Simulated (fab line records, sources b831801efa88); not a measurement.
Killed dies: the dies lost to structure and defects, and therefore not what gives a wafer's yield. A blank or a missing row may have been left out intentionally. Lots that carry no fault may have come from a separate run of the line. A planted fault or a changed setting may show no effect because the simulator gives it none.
One fault seen from 2 desks + flow sky130 + each desk has only its own numbers; what lay behind them comes last

## FOR THE TOOL OWNER'S DESK: implanter-03
For each lot that ran on this tool, the mean over its sampled wafers that have a number, from the tool's own readings at SKY_PWDE_IMPLANT_08. If a lot's mean is further than 4 standard deviations from the usual mean, the lot is out of limits and carries the mark OUT (the distance appears in the brackets).
Columns: A = beam energy keV at SKY_PWDE_IMPLANT_08, usual 150.00; B = beam on s at SKY_PWDE_IMPLANT_08, usual 10.02 s
| lot  | first seen here | A      | B     |
|------|-----------------|--------|-------|
| L351 | day 4 09:52     | 150.00 | 10.28 |
| L352 | day 4 13:04     | 150.00 | 10.20 |
| L354 | day 4 21:03     | 150.03 | 9.95  |
| L356 | day 5 09:40     | 150.07 | 10.08 |
| L357 | day 5 14:11     | 149.96 | 10.02 |
| L359 | day 5 21:55     | 150.00 | 9.88  |
| L363 | day 6 21:26     | 149.99 | 9.93  |
| L365 | day 7 09:27     | 150.01 | 10.13 |
| L367 | day 7 18:05     | 150.01 | 9.68  |
This desk's verdict: no lot among the 9 shows anything out of limits.

## FROM THE METROLOGY DESK
What the gauges read, lot by lot, whatever tool the lot ran on: means of the sampled wafers that have a number. If a lot's mean is further than 4 standard deviations from the usual mean, the lot is out of limits and carries the mark OUT (the distance appears in the brackets).
Columns: A = FIELD_ISO_OXIDATION_00_THK at SKY_FIELD_ISO_THK_MEAS_02, usual 11.84 nm; B = PWDE_RS at SKY_NWELL_RS_MEAS_31, usual 5272 ohm/sq; C = VT_ADJUST_LVTN_01_OVL at SKY_VT_ADJUST_LVTN_OVL_MEAS_18, usual 1.4 nm
| lot  | first seen here | A     | B    | C    |
|------|-----------------|-------|------|------|
| L351 | day 1 16:38     | 11.40 | 5270 | 2.4  |
| L352 | day 1 21:39     | 11.63 | 5281 | 1.2  |
| L353 | day 2 03:27     | 11.42 | 5259 | 1.9  |
| L354 | day 2 10:14     | 11.97 | 5268 | 1.1  |
| L356 | day 2 20:42     | 11.72 | 5264 | 3.1  |
| L357 | day 3 01:14     | 11.73 | 5295 | 0.2  |
| L359 | day 3 08:52     | 11.84 | 5268 | 0.6  |
| L360 | day 3 14:41     | 12.09 | 5252 | 0.7  |
| L363 | day 4 05:38     | 11.77 | 5311 | 1.6  |
| L365 | day 4 14:49     | 12.09 | 5318 | -1.4 |
| L367 | day 5 00:50     | 12.01 | 5308 | 1.6  |
| L370 | day 5 15:44     | 12.19 | 5309 | 1.0  |
| L371 | day 5 22:09     | 11.66 | 5260 | -0.6 |
This desk's verdict: no lot among the 13 shows anything out of limits.

## ALL TOGETHER
The tool owner's desk saw nothing out of limits.
From the metrology desk's view, nothing was out of limits.

## WHAT THE SIMULATOR HAD INSERTED
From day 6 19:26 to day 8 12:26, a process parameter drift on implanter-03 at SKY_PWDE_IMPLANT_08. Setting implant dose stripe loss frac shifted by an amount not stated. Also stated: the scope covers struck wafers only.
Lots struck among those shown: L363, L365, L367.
